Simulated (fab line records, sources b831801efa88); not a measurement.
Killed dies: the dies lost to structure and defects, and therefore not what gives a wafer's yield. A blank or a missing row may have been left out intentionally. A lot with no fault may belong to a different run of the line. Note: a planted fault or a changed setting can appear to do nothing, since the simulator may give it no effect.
Struck lot and sound lot, side by side | flow sfq_line | 40 out of 325 route steps
Sound: the wafers L267.1, L267.4, L267.6. Struck: wafers L269.1, L269.3, L269.5. At the end, the cause is stated.
Order at every step that has rows: each side's tool, ch and its chambers, its first start. Under that, the readings that differ: sound wafers | struck wafers | difference of the means | sigmas: that difference in standard deviations of wafers without a fault.
alike: words and numbers the same on both sides, and readings whose means are apart by under 2 such deviations; not compared: readings that were withheld, readings missing a value for some wafer, numbers with overlapping values and no deviation given by the record, and bounds like >300 which may hide the same value.
Wherever a step has rows on one side only, a row that says differs or no value, or a row with sigmas, the two part there. Non-overlapping numbers with no deviation appear without sigmas and do not part them. A reading that every wafer of one side lacks parts them only if that side has two wafers or more.

SFQ_I1_OVL_MEAS_913:
  sound on overlay-02 at day 28 11:28; struck on overlay-02 at day 29 18:09
  alike: I1_OVL
then, 6 steps without rows for these wafers: SFQ_TRILAYER_I1_VIA_BARC_OPEN_VIA_ETCH_071 (etches BARC in O2, target depth 125 nm, time 41.7 s); SFQ_TRILAYER_I1_VIA_ETCH_VIA_ETCH_052 (etches SiO2 in CHF3, stops on Nb, target depth 260 nm); SFQ_TRILAYER_I1_VIA_STRIP_STRIP_053 (strips in O2); SFQ_TRILAYER_I1_VIA_STRIP_SOLV_CLEAN_054 (cleans in NMP, time 600 s); SFQ_TRILAYER_M2_DEP_PRE_CLEAN_056 (time 22.5 s); SFQ_TRILAYER_M2_DEP_SPUTTER_055 (material Nb, target thk 200 nm, time 133.3 s).
SFQ_M2_RS_MEAS_914: a four-point-probe measurement.
  sound on film_metro-04 at day 28 12:32; struck on film_metro-01 at day 29 19:14
  alike: M2_NB_RS
then, 3 steps without rows for these wafers: SFQ_TRILAYER_M2_LITHO_COAT_062 (resist thk 62 nm); SFQ_TRILAYER_M2_LITHO_COAT_057 (resist thk 600 nm); SFQ_TRILAYER_M2_LITHO_SOFTBAKE_061.
-- the record jumps here: 6 days lie between the struck wafers' starts before and after --
SFQ_TRILAYER_M2_LITHO_EXPOSE_058: exposes mask M2, target cd 500 nm.
  sound on krf_scanner-02 ch 0, day 34 11:24; struck on krf_scanner-02 ch 0, day 36 04:12
  reading                    | sound                | struck            | difference | sigmas
  model.M2.overlay_x_nm (nm) | -14.06 -14.06 -14.06 | 162.2 162.2 162.2 | +176.3     |
  alike: mask
then, 2 steps without rows for these wafers: SFQ_TRILAYER_M2_LITHO_PEB_060 (peb time 60 s); SFQ_TRILAYER_M2_LITHO_DEVELOP_059 (time 60 s).
SFQ_M2_OVL_MEAS_916:
  sound on overlay-01 at day 34 12:54; struck on overlay-02 at day 36 05:55
  reading     | sound      | struck      | difference | sigmas
  M2_OVL (nm) | -8 -13 -11 | 157 159 159 | +169       | +23
  not compared: hold
then, 1 step without rows for these wafers: SFQ_TRILAYER_M2_ETCH_METAL_ETCH_060 (etches Nb in Cl2/Ar, stops on SiO2, target depth 240 nm, time 120 s).
SFQ_TRILAYER_M2_STRIP_STRIP_061: strips in O2.
  sound on rie_metal-02 ch 1, day 34 13:19; struck on rie_metal-04 ch 0,1, day 36 13:40
  reading                     | sound       | struck      | difference | sigmas
  drypump_motor_current_A (A) | 5.1 5.1 5.1 | 6.2 6.2 6.2 | +1.1       | +2
  alike: oes_product_au
  not compared: rf_hours_counter_h
then, 2 steps without rows for these wafers: SFQ_TRILAYER_M2_STRIP_SOLV_CLEAN_062 (cleans in NMP, time 600 s); SFQ_TRILAYER_I2_DEP_PECVD_063 (deposits SiO2 from SiH4/N2O, time 111.11 s, target thk 500 nm).
SFQ_TRILAYER_I2_CMP_CMP_064: polishes SiO2.
  sound on cmp-01 ch 0,1,2, day 34 22:01; struck on cmp-02 ch 0,2,3, day 36 16:06
  alike: motor_current_A, retaining_ring_pressure_frac, time_to_endpoint_s
SFQ_I2_BOW_MEAS_917:
  sound on film_metro-02 at day 35 00:31; struck on film_metro-04 at day 36 18:36
  alike: I2_BOW
then, 7 steps without rows for these wafers: SFQ_TRILAYER_I2_METRO_MEASURE_065; SFQ_TRILAYER_I2_VIA_LITHO_COAT_072 (resist thk 62 nm); SFQ_TRILAYER_I2_VIA_LITHO_COAT_067 (resist thk 650 nm); SFQ_TRILAYER_I2_VIA_LITHO_SOFTBAKE_071; SFQ_TRILAYER_I2_VIA_LITHO_EXPOSE_068 (exposes mask I2, target cd 500 nm); SFQ_TRILAYER_I2_VIA_LITHO_PEB_070 (peb time 60 s); SFQ_TRILAYER_I2_VIA_LITHO_DEVELOP_069 (time 60 s).
-- the record jumps here: 5 days lie between the struck wafers' starts before and after --
SFQ_I2_OVL_MEAS_918:
  sound on overlay-01 at day 40 13:34; struck on overlay-01 at day 42 03:57
  alike: I2_OVL
SFQ_TRILAYER_I2_VIA_BARC_OPEN_VIA_ETCH_096: etches BARC in O2, target depth 125 nm, time 41.7 s.
  sound on rie_diel-01 ch 0,3, day 40 13:36; struck on rie_diel-02 ch 0,2, day 42 03:59
  alike: bias_w, drypump_motor_current_A, oes_product_au, rf_fwd_power_W
  not compared: rf_hours_counter_h
then, 1 step without rows for these wafers: SFQ_TRILAYER_I2_VIA_ETCH_VIA_ETCH_070 (etches SiO2 in CHF3, stops on Nb, target depth 260 nm).
SFQ_TRILAYER_I2_VIA_STRIP_STRIP_071: strips in O2.
  sound on rie_metal-03 ch 0, day 40 13:45; struck on rie_metal-03 ch 0, day 42 04:08
  alike: drypump_motor_current_A, oes_product_au
  not compared: rf_hours_counter_h
then, 2 steps without rows for these wafers: SFQ_TRILAYER_I2_VIA_STRIP_SOLV_CLEAN_072 (cleans in NMP, time 600 s); SFQ_TRILAYER_M3_DEP_PRE_CLEAN_074 (time 22.5 s).
SFQ_TRILAYER_M3_DEP_SPUTTER_073: material Nb, target thk 200 nm, time 133.3 s.
  sound on pvd_sputter-03 at day 40 14:34; struck on pvd_sputter-06 at day 42 04:56
  alike: resputter_cathode_voltage_v, throttle_valve_pct
SFQ_M3_RS_MEAS_919: a four-point-probe measurement.
  sound on film_metro-01 at day 40 14:40; struck on film_metro-03 at day 42 05:02
  alike: M3_NB_RS
then, 3 steps without rows for these wafers: SFQ_TRILAYER_M3_LITHO_COAT_080 (resist thk 62 nm); SFQ_TRILAYER_M3_LITHO_COAT_075 (resist thk 600 nm); SFQ_TRILAYER_M3_LITHO_SOFTBAKE_079.
-- the record jumps here: 42 days lie between the struck wafers' starts before and after --
SFQ_M8_BOW_MEAS_951:
  sound on film_metro-02 at day 83 14:03; struck on film_metro-01 at day 84 12:39
  reading                 | sound             | struck           | difference | sigmas
  model.etest.i1.link_ohm | 1.982 1.986 1.982 | 2.07 2.095 2.056 | +0.09      |
  alike: M8_BOW

== WHERE THEY PART ==
At SFQ_M2_OVL_MEAS_916 first; at SFQ_TRILAYER_M2_STRIP_STRIP_061 last (within this record only). Later steps at which nothing parts them and some readings are alike: SFQ_TRILAYER_I2_CMP_CMP_064, SFQ_I2_BOW_MEAS_917, SFQ_I2_OVL_MEAS_918, SFQ_TRILAYER_I2_VIA_BARC_OPEN_VIA_ETCH_096, SFQ_TRILAYER_I2_VIA_STRIP_STRIP_071, SFQ_TRILAYER_M3_DEP_SPUTTER_073, SFQ_M3_RS_MEAS_919, SFQ_M8_BOW_MEAS_951.

WHY: what the simulator had put in
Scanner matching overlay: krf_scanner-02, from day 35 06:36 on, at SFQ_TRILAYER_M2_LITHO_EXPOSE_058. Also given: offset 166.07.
